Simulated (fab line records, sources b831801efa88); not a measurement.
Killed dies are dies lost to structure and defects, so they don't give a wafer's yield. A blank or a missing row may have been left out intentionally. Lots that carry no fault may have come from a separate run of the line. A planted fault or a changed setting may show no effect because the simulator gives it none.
Struck lot and sound lot, side by side + flow sky130 + 15 out of 708 route steps
Sound: these wafers, L394.1, L394.2, L394.3. Struck: wafer L393.5 (left out: L393.1, L393.2 of the same lot, which were not struck); the cause appears at the end.
At each step with rows: each side's tool, then ch and its chambers, then its first start. Under that, the readings that differ: sound wafers + struck wafers + difference of the means + sigmas: that difference in standard deviations of wafers without a fault.
alike: words and numbers the same on both sides, and readings whose means are apart by under 2 such deviations; not compared: readings that were withheld, readings missing a value for some wafer, numbers with overlapping values and no deviation given by the record, and bounds like >300 which may hide the same value.
The two part at a step that has a row with sigmas, a row that says differs or no value, or rows on one side only. Non-overlapping numbers with no deviation appear without sigmas and do not part them. A reading missing from all wafers of one side parts the sides only when that side holds two or more wafers.

first, 2 steps without rows for these wafers: SKY_LOCAL_INTERCONNECT_CLEAN_17 (cleans in IPA, time 180 s); SKY_LOCAL_INTERCONNECT_CLEAN_18 (cleans in O3/DIW).
SKY_CONTACT_CVD_00: deposits Si3N4, target thk 75 nm.
  sound on pecvd-03 ch 1,2, day 35 21:41; struck on pecvd-01 ch 0, day 35 11:38
  alike: heater power w
SKY_CONTACT_THK_MEAS_01:
  sound: film metro-02 at day 35 21:44; struck: film metro-02 at day 35 11:41
  alike: CONTACT_CVD_00_THK
then, 1 step without rows for these wafers: SKY_CONTACT_HDPCVD_02 (deposits SiO2, target thk 565 nm, time 94.2 s).
SKY_CONTACT_THK_MEAS_03:
  sound: film metro-01 at day 35 21:52; struck: film metro-03 at day 35 11:49
  alike: CONTACT_HDPCVD_THK
SKY_CONTACT_CMP_04: polishes SiO2.
  sound on cmp-02 ch 0,1,2, day 35 21:56; struck on cmp-01 ch 0, day 35 11:52
| reading                | sound          | struck | difference | sigmas |
|------------------------|----------------|--------|------------|--------|
| motor current A (A)    | 11.5 14.2 11.9 | 9.3    | -3.2       | -2     |
| time to endpoint s (s) | 85 86 80       | 99     | +15        | +4     |
SKY_CONTACT_BOW_MEAS_05:
  sound: film metro-03 at day 35 22:14; struck: film metro-03 at day 35 12:10
  alike: CONTACT_BOW
then, 4 steps without rows for these wafers: SKY_CONTACT_DEHYDRATE_06 (time 60 s); SKY_CONTACT_HMDS_07 (prime time 60 s); SKY_CONTACT_COAT_08 (resist thk 60 nm); SKY_CONTACT_COAT_09 (resist thk 450 nm).
SKY_CONTACT_SOFTBAKE_10: time 90 s.
  sound on litho track-02 ch 0, day 36 11:00; struck on litho track-04 ch 0, day 36 01:00
| reading                  | sound                | struck | difference | sigmas      |
|--------------------------|----------------------|--------|------------|-------------|
| heater power total W (W) | 57.52 57.44 57.54    | 71.11  | +13.61     | +99 or more |
| run length s (s)         | 119.31 119.15 119.02 | 76.34  | -42.82     | -99 or more |
  alike: chill plate temp C
  not compared: plate temp C
then, 1 step without rows for these wafers: SKY_CONTACT_EXPOSE_11 (exposes mask CTM1, target cd 170 nm).
-- the record jumps here: 13 days lie between the struck wafers' starts before and after (it left off in module CONTACT and takes up again in module PAD_OPEN, whose first step shown is number 708 of the route) --
SKY_PAD_OPEN_PROBE_99:
  sound: prober-02 at day 49 16:49; struck: prober-01 at day 49 12:43
  alike: killed_at_M0_to_M3, killed_at_M4_up, killed at contacts, killed at front end, killed at other, killed dies, killed open, killed short

## WHERE THEY PART
Earliest at SKY_CONTACT_CMP_04; latest, in this record, at SKY_CONTACT_SOFTBAKE_10. Later steps at which nothing parts them and some readings are alike: SKY_PAD_OPEN_PROBE_99.

WHY: the cause the simulator had injected
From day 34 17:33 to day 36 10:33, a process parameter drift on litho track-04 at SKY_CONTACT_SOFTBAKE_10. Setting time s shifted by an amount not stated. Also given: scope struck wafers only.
